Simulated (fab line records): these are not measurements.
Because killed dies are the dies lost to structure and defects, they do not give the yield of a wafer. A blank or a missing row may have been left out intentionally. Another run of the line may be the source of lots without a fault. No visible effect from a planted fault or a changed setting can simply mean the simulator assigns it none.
What tool caused it? | flow sky130 | 6 lots with 18 wafers sampled at 4 steps, on a route of 708 steps

== WHAT THE GAUGES READ, wafer by wafer ==
SKY_VIA3_BOW_MEAS_03.
lot  | measured     | on           | VIA3_BOW (um)
L541 | day 38 23:13 | filmMetro-02 | 91 96 84
L545 | day 41 05:13 | filmMetro-01 | 81 86 78
L551 | day 42 08:08 | filmMetro-01 | 74 54 70
L560 | day 44 16:50 | filmMetro-02 | 79 75 81
L562 | day 45 00:40 | filmMetro-01 | 90 82 77

== TOOL THAT RAN EACH LOT (tool first, then ch and the chambers of the sampled wafers, then the start) ==
lot  | SKY_VIA2_STRIP_16                   | SKY_METAL3_STRIP_19                 | SKY_VIA3_CMP_02
L541 | plasmaAsher-03 ch 0,1, day 36 16:19 | plasmaAsher-04 ch 0,1, day 38 21:57 | cmp-01 ch 1,2,3, day 38 22:57
L545 | plasmaAsher-03 ch 1, day 39 00:07   | plasmaAsher-04 ch 0,1, day 41 04:05 | cmp-01 ch 0,2,3, day 41 05:01
L551 | plasmaAsher-03 ch 0,1, day 40 04:50 | plasmaAsher-03 ch 0,1, day 42 07:00 | cmp-01 ch 0,2,3, day 42 07:50
L558 | plasmaAsher-03 ch 0,1, day 41 21:32 | plasmaAsher-03 ch 0,1, day 43 21:39 | -
L560 | plasmaAsher-01 ch 0,1, day 42 15:32 | plasmaAsher-03 ch 0,1, day 44 15:43 | cmp-02 ch 0,2, day 44 16:35
L562 | plasmaAsher-01 ch 0,1, day 43 01:17 | plasmaAsher-01 ch 0,1, day 44 23:33 | cmp-01 ch 0,1,3, day 45 00:22
- SKY_VIA2_STRIP_16: strips in O2/N2.
- SKY_METAL3_STRIP_19: strips in O2/N2.
- SKY_VIA3_CMP_02: polishes SiO2.

== THE ANSWER, worked out from the rows above alone ==
Rule: the usual values come from the lots themselves. The widest of any qualifying gaps counts: lots, ordered by their means at a reading, are off when they make up no more than a third of the lots, leave a main group of 4 or more, and stand apart from it by 3 or more times the standard deviation of that group's means. A main group is skipped when, at the precision printed for the reading in the tables above, its means are all equal. A lot without any number at a reading at which 4 lots or more have one is off too. Where the step has rows for the other lots, those lots are counted as sound.
No lot is off on any of the readings shown, so nothing can be concluded from this.

== WHAT WAS PUT IN BY THE SIMULATOR ==
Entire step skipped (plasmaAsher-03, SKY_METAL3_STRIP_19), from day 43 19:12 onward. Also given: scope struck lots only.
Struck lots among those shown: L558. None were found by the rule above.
